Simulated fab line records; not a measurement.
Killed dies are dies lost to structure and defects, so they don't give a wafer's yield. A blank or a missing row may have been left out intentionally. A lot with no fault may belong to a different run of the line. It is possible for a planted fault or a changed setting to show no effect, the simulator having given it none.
What tool caused it? / flow sky130 / 6 lots with 18 wafers sampled at 3 steps, on a route of 708 steps

WHAT THE GAUGES READ, wafer by wafer
SKY_VT_ADJUST_LVTN_TW_MEAS_21.
lot=L602; measured=day 8 12:02; on=film-metro-04; VT_ADJUST_LVTN_2_TW=189.4 189.6 188.8
lot=L604; measured=day 9 03:48; on=film-metro-01; VT_ADJUST_LVTN_2_TW=187.3 188.0 187.8
lot=L607; measured=day 9 23:50; on=film-metro-01; VT_ADJUST_LVTN_2_TW=187.8 187.9 187.6
lot=L612; measured=day 11 16:11; on=film-metro-04; VT_ADJUST_LVTN_2_TW=216.8 215.6 216.5
lot=L618; measured=day 13 01:41; on=film-metro-03; VT_ADJUST_LVTN_2_TW=186.8 187.0 186.0
lot=L622; measured=day 14 04:45; on=film-metro-03; VT_ADJUST_LVTN_2_TW=186.2 186.1 186.4

WHAT TOOL EACH LOT RAN ON (gives the tool, then ch and the chambers of the sampled wafers, and finally the start)
lot=L602; SKY_FIELD_ISO_CMP_27=cmp-02 ch 2,3, day 3 00:52; SKY_VT_ADJUST_LVTN_IMPLANT_19=implanter-03 ch 0, day 8 11:47
lot=L604; SKY_FIELD_ISO_CMP_27=cmp-01 ch 0,1,2, day 3 12:56; SKY_VT_ADJUST_LVTN_IMPLANT_19=implanter-02 ch 0, day 9 03:35
lot=L607; SKY_FIELD_ISO_CMP_27=cmp-02 ch 1,2,3, day 4 03:36; SKY_VT_ADJUST_LVTN_IMPLANT_19=implanter-01 ch 0, day 9 23:37
lot=L612; SKY_FIELD_ISO_CMP_27=cmp-02 ch 1,2,3, day 5 09:14; SKY_VT_ADJUST_LVTN_IMPLANT_19=implanter-01 ch 0, day 11 15:56
lot=L618; SKY_FIELD_ISO_CMP_27=cmp-02 ch 1,2, day 6 11:27; SKY_VT_ADJUST_LVTN_IMPLANT_19=implanter-03 ch 0, day 13 01:28
lot=L622; SKY_FIELD_ISO_CMP_27=cmp-01 ch 1,2,3, day 7 09:11; SKY_VT_ADJUST_LVTN_IMPLANT_19=implanter-02 ch 0, day 14 04:30
- SKY_FIELD_ISO_CMP_27: polishes, stops on Si3N4, t overpolish 16 s, target thk 457.8 nm.
- SKY_VT_ADJUST_LVTN_IMPLANT_19

THE ANSWER, worked out from the rows above alone
Rule: the lots themselves supply what counts as usual. The widest of any qualifying gaps counts: lots, ordered by their means at a reading, are off when they make up no more than a third of the lots, leave a main group of 4 or more, and stand apart from it by 3 or more times the standard deviation of that group's means. Not used: any main group whose means are identical at the precision the tables above print for the reading. A lot without any number at a reading at which 4 lots or more have one is off too. All remaining lots with rows at the step are treated as sound.
Off: L612, seen at SKY_VT_ADJUST_LVTN_TW_MEAS_21 (VT_ADJUST_LVTN_2_TW). The main group has a mean of 187.5 with a standard deviation of 1.1.
A tool fits if, at a process step before that reading, it ran every lot that is off, and no sound lot after the first of them. Gauges at SKY_VT_ADJUST_LVTN_TW_MEAS_21: tried the same way as those tools. Undecided on this evidence; 2 tools fit (implanter-01 at SKY_VT_ADJUST_LVTN_IMPLANT_19, film-metro-04 at SKY_VT_ADJUST_LVTN_TW_MEAS_21).

WHAT THE SIMULATOR HAD INSERTED
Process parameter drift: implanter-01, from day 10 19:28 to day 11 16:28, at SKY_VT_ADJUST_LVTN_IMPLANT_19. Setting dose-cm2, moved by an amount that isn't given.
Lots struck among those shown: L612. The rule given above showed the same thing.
